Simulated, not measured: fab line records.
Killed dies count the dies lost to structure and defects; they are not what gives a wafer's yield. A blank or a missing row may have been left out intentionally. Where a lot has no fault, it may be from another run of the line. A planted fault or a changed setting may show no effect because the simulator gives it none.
One fault through the eyes of 2 desks	flow sky130	every desk sees just its own numbers, and what lay behind them comes last

METROLOGY DESK
Means of the sampled wafers that have a number, per lot and without regard to the tool the lot ran on: this is what the gauges read. A lot is out of limits, marked OUT, if its mean lies more than 4 standard deviations from the usual mean; the brackets give that distance.
Columns: A = cd nm at SKY_VT_ADJUST_HVTR_CD_MEAS_07, usual 380.6 nm; B = VT_ADJUST_PCH_OVL at SKY_VT_ADJUST_PCH_OVL_MEAS_07, usual -0.9 nm; C = SONOS_ONO_OXIDATION_THK at SKY_SONOS_ONO_THK_MEAS_01, usual 2.60 nm
lot	first seen here	A	B	C
L265	day 9 17:00	380.3	-0.9	2.63
L266	day 10 01:29	381.2	0.7	2.63
L267	day 10 04:54	380.8	-3.0	2.58
L268	day 10 18:14	379.0	-0.9	2.58
L274	day 12 10:19	384.4	-1.6	2.62
L278	day 13 13:17	379.4	-0.1	2.64
L279	day 13 21:52	382.2	-0.0	2.56
L280	day 14 04:39	378.4	-2.7	2.60
L282	day 14 21:29	376.6	0.1	2.61
L283	day 15 00:35	379.9	-1.4	2.67
L284	day 15 08:28	382.8	-0.3	2.56
L285	day 15 22:52	376.8	0.1	2.62
L287	day 16 09:02	381.1	-1.8	2.61
L286	day 16 11:34	377.2	-0.5	2.66
This desk found nothing out of limits on any of the 14 lots.

FOR THE TOOL OWNER'S DESK: litho track-04
Per lot that ran on this tool, the mean of the sampled wafers carrying a number, from the tool's own readings at SKY_VT_ADJUST_LVTN_SOFTBAKE_14 (time 60 s). A lot is out of limits, marked OUT, if its mean lies more than 4 standard deviations from the usual mean; the brackets give that distance.
Columns: A = run length s at SKY_VT_ADJUST_LVTN_SOFTBAKE_14, usual 89.20 s
lot	first seen here	A
L266	day 7 20:37	88.91
L267	day 7 23:47	88.82
L268	day 8 12:22	112.40 (+80) OUT
L274	day 10 00:19	112.31 (+80) OUT
L283	day 12 10:37	88.89
This desk's finding: out of limits on L268, L274; first on L268, day 8 12:22 (run length s at SKY_VT_ADJUST_LVTN_SOFTBAKE_14). L266, L267, L283: within limits.

BROUGHT TOGETHER
At day 8 12:22, on L268, L274, the tool owner's desk was in a position to raise an alarm.
Nothing out of limits was seen by the metrology desk.
The metrology desk has L268, L274 on record, within its limits.
Every lot named ran SKY_VT_ADJUST_LVTN_SOFTBAKE_14 on litho track-04.

WHAT THE SIMULATOR PUT IN
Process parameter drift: litho track-04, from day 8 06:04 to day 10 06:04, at SKY_VT_ADJUST_LVTN_SOFTBAKE_14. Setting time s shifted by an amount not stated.
Lots struck among those shown: L268, L274.
Delay in hours, fault start to first out-of-limits reading, by desk: the tool owner's desk at 6.
